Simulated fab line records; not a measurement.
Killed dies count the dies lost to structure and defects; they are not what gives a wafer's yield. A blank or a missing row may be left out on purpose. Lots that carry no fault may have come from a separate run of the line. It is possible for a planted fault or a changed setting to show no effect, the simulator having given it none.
Chamber matching / flow sfqLine / SFQ_TRILAYER_I6_CMP_CMP_166 on cmp-02 has 4 sister chambers
The step polishes SiO2. 18 wafers are shown with their chamber, then 9 later ones without.

== WAFERS PAIRED WITH THEIR CHAMBERS ==
wafer=L240.3; chamber=1; motorCurrentA (A)=9.3; timeToEndpointS (s)=220; headPressurePsi (psi)=3.004
wafer=L240.4; chamber=0; motorCurrentA (A)=9.8; timeToEndpointS (s)=220; headPressurePsi (psi)=3.004
wafer=L240.1; chamber=3; motorCurrentA (A)=8.3; timeToEndpointS (s)=218; headPressurePsi (psi)=2.999
wafer=L241.2; chamber=1; motorCurrentA (A)=9.7; timeToEndpointS (s)=224; headPressurePsi (psi)=3.006
wafer=L241.3; chamber=0; motorCurrentA (A)=9.8; timeToEndpointS (s)=220; headPressurePsi (psi)=3.021
wafer=L241.4; chamber=3; motorCurrentA (A)=8.0; timeToEndpointS (s)=214; headPressurePsi (psi)=2.999
wafer=L242.3; chamber=0; motorCurrentA (A)=10.0; timeToEndpointS (s)=208; headPressurePsi (psi)=2.997
wafer=L242.4; chamber=2; motorCurrentA (A)=10.0; timeToEndpointS (s)=219; headPressurePsi (psi)=2.995
wafer=L242.5; chamber=1; motorCurrentA (A)=9.7; timeToEndpointS (s)=219; headPressurePsi (psi)=3.004
wafer=L244.2; chamber=2; motorCurrentA (A)=10.5; timeToEndpointS (s)=221; headPressurePsi (psi)=3.007
wafer=L244.4; chamber=1; motorCurrentA (A)=9.8; timeToEndpointS (s)=227; headPressurePsi (psi)=2.995
wafer=L244.6; chamber=3; motorCurrentA (A)=8.3; timeToEndpointS (s)=220; headPressurePsi (psi)=3.005
wafer=L245.2; chamber=1; motorCurrentA (A)=9.8; timeToEndpointS (s)=225; headPressurePsi (psi)=2.993
wafer=L245.1; chamber=3; motorCurrentA (A)=8.3; timeToEndpointS (s)=216; headPressurePsi (psi)=2.995
wafer=L245.5; chamber=1; motorCurrentA (A)=10.1; timeToEndpointS (s)=223; headPressurePsi (psi)=2.992
wafer=L246.1; chamber=2; motorCurrentA (A)=10.7; timeToEndpointS (s)=212; headPressurePsi (psi)=2.984
wafer=L246.2; chamber=1; motorCurrentA (A)=9.2; timeToEndpointS (s)=220; headPressurePsi (psi)=3.005
wafer=L246.3; chamber=0; motorCurrentA (A)=10.4; timeToEndpointS (s)=212; headPressurePsi (psi)=3.011

SIGNATURES (means of the wafers above)
reading=motorCurrentA; chamber 0=10.000; chamber 1=9.657; chamber 2=10.400; chamber 3=8.225; scatter within a chamber=0.286
reading=timeToEndpointS; chamber 0=215.00; chamber 1=222.57; chamber 2=217.33; chamber 3=217.00; scatter within a chamber=4.02
reading=headPressurePsi; chamber 0=3.00825; chamber 1=2.99986; chamber 2=2.99533; chamber 3=2.99950; scatter within a chamber=0.00784
Rule: a wafer lies at a distance from a chamber equal to the root of the sum of squares, over the readings, of (its reading less the chamber's mean, divided by the reading's scatter). The wafer belongs to the nearest chamber; if the next one is less than 2 further off, it can't be placed. The scatter: the root of (the sum of the squares of (reading less its chamber's mean) over the shown wafers, divided by (wafers less chambers)).

== WAFERS WITHOUT THEIR CHAMBER ==
wafer=L248.3; motorCurrentA (A)=10.6; timeToEndpointS (s)=202; headPressurePsi (psi)=3.000
wafer=L248.1; motorCurrentA (A)=10.3; timeToEndpointS (s)=207; headPressurePsi (psi)=2.998
wafer=L248.2; motorCurrentA (A)=9.7; timeToEndpointS (s)=219; headPressurePsi (psi)=3.011
wafer=L249.2; motorCurrentA (A)=9.8; timeToEndpointS (s)=202; headPressurePsi (psi)=2.998
wafer=L249.5; motorCurrentA (A)=10.4; timeToEndpointS (s)=207; headPressurePsi (psi)=3.002
wafer=L249.6; motorCurrentA (A)=8.1; timeToEndpointS (s)=205; headPressurePsi (psi)=3.016
wafer=L250.3; motorCurrentA (A)=10.6; timeToEndpointS (s)=206; headPressurePsi (psi)=3.008
wafer=L250.5; motorCurrentA (A)=9.9; timeToEndpointS (s)=202; headPressurePsi (psi)=3.001
wafer=L250.6; motorCurrentA (A)=8.4; timeToEndpointS (s)=203; headPressurePsi (psi)=3.003

== WHICH CHAMBER EACH WENT THROUGH ==
wafer=L248.3; from the rows above=can't be placed: 2 or 0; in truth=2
wafer=L248.1; from the rows above=can't be placed: 0 or 2 or 1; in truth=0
wafer=L248.2; from the rows above=can't be placed: 0 or 1 or 2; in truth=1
wafer=L249.2; from the rows above=can't be placed: 0 or 2 or 1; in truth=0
wafer=L249.5; from the rows above=can't be placed: 0 or 2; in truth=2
wafer=L249.6; from the rows above=3; in truth=3
wafer=L250.3; from the rows above=can't be placed: 0 or 2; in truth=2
wafer=L250.5; from the rows above=can't be placed: 0 or 2 or 1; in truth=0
wafer=L250.6; from the rows above=3; in truth=3
Placed correctly: 2 of 9. Not placeable from these rows: 7 (in 7, the candidates include the true chamber). 0 placed wrongly.
